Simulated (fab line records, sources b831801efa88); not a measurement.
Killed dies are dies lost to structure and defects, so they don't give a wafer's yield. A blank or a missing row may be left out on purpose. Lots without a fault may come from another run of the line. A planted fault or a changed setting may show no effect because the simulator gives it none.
Which tool did it? | flow sky130 | 11 lots, 33 wafers sampled, at 4 steps of a route of 708

WHAT THE GAUGES READ, wafer by wafer
SKY_PASSIVATION_THK_MEAS_03.
lot  | measured     | on            | PASSIVATION_CVD_02_THK (nm)
L936 | day 44 01:09 | film_metro-02 | 530 537 533
L937 | day 44 02:05 | film_metro-02 | 536 537 538
L939 | day 44 21:28 | film_metro-02 | 533 541 547
L942 | day 45 21:15 | film_metro-03 | 545 547 555
L943 | day 46 06:01 | film_metro-01 | 529 531 540
L947 | day 47 08:32 | film_metro-01 | 525 531 526
L948 | day 47 10:16 | film_metro-03 | 522 521 531
L953 | day 48 11:53 | film_metro-02 | 536 542 546
L954 | day 48 19:50 | film_metro-03 | 541 537 536
L955 | day 48 20:31 | film_metro-02 | 536 542 536
L957 | day 49 02:58 | film_metro-01 | 533 537 539

WHICH TOOL RAN EACH LOT (tool, then ch and the chambers of the sampled wafers, then the start)
lot  | SKY_METAL4_ETCH_16                | SKY_METAL5_METAL_ETCH_15          | SKY_PASSIVATION_CVD_02
L936 | rie_metal-04 ch 0,1, day 41 23:34 | rie_metal-04 ch 0, day 43 23:44   | pecvd-01 ch 0,2, day 44 00:55
L937 | rie_metal-04 ch 0,1, day 42 00:08 | rie_metal-01 ch 0,1, day 44 00:55 | pecvd-02 ch 0,1,2, day 44 01:52
L939 | rie_metal-03 ch 0,1, day 42 19:31 | rie_metal-04 ch 1, day 44 19:43   | pecvd-02 ch 0,2, day 44 21:14
L942 | rie_metal-04 ch 0, day 43 21:35   | rie_metal-04 ch 0,1, day 45 20:05 | pecvd-02 ch 0,2, day 45 21:01
L943 | rie_metal-02 ch 0,1, day 44 06:50 | rie_metal-03 ch 0,1, day 46 04:49 | pecvd-01 ch 0,2, day 46 05:47
L947 | rie_metal-04 ch 0,1, day 45 10:51 | rie_metal-03 ch 0,1, day 47 07:27 | pecvd-03 ch 1,2, day 47 08:17
L948 | rie_metal-02 ch 0,1, day 45 14:04 | rie_metal-01 ch 0,1, day 47 09:07 | pecvd-03 ch 1,2, day 47 10:03
L953 | rie_metal-03 ch 1, day 46 16:20   | rie_metal-04 ch 1, day 48 10:35   | pecvd-02 ch 0,1, day 48 11:39
L954 | rie_metal-03 ch 0,1, day 47 00:31 | rie_metal-01 ch 0,1, day 48 18:43 | pecvd-02 ch 1,2, day 48 19:37
L955 | rie_metal-04 ch 1, day 47 00:52   | rie_metal-04 ch 1, day 48 19:02   | pecvd-01 ch 0,2, day 48 20:17
L957 | rie_metal-02 ch 0,1, day 47 08:24 | rie_metal-04 ch 0,1, day 49 01:53 | pecvd-01 ch 1,2, day 49 02:43
- SKY_METAL4_ETCH_16: etches BARC in N2/H2, stops on SiO2, time 88.2 s, target depth 60 nm.
- SKY_METAL5_METAL_ETCH_15: etches the open film in Cl2/BCl3, stops on SiO2, target depth 1260 nm, time 252 s.
- SKY_PASSIVATION_CVD_02: deposits Si3N4, target thk 540 nm.

THE ANSWER, worked out from the rows above alone
Rule: what is usual is taken from the lots themselves. Put in order of their means at a reading, lots are off if they are a third of the lots or fewer, leave a main group of 4 or more, and stand apart from it by a gap of 3 or more times the standard deviation of the main group's means; of several such gaps the widest counts. A main group whose means are all the same, to the digits that the tables above print for the reading, isn't used. A lot without any number at a reading at which 4 lots or more have one is off too. The other lots that the step has rows for count as sound.
No lot is off at any reading shown: from this, nothing can be told.

WHAT THE SIMULATOR HAD PUT IN
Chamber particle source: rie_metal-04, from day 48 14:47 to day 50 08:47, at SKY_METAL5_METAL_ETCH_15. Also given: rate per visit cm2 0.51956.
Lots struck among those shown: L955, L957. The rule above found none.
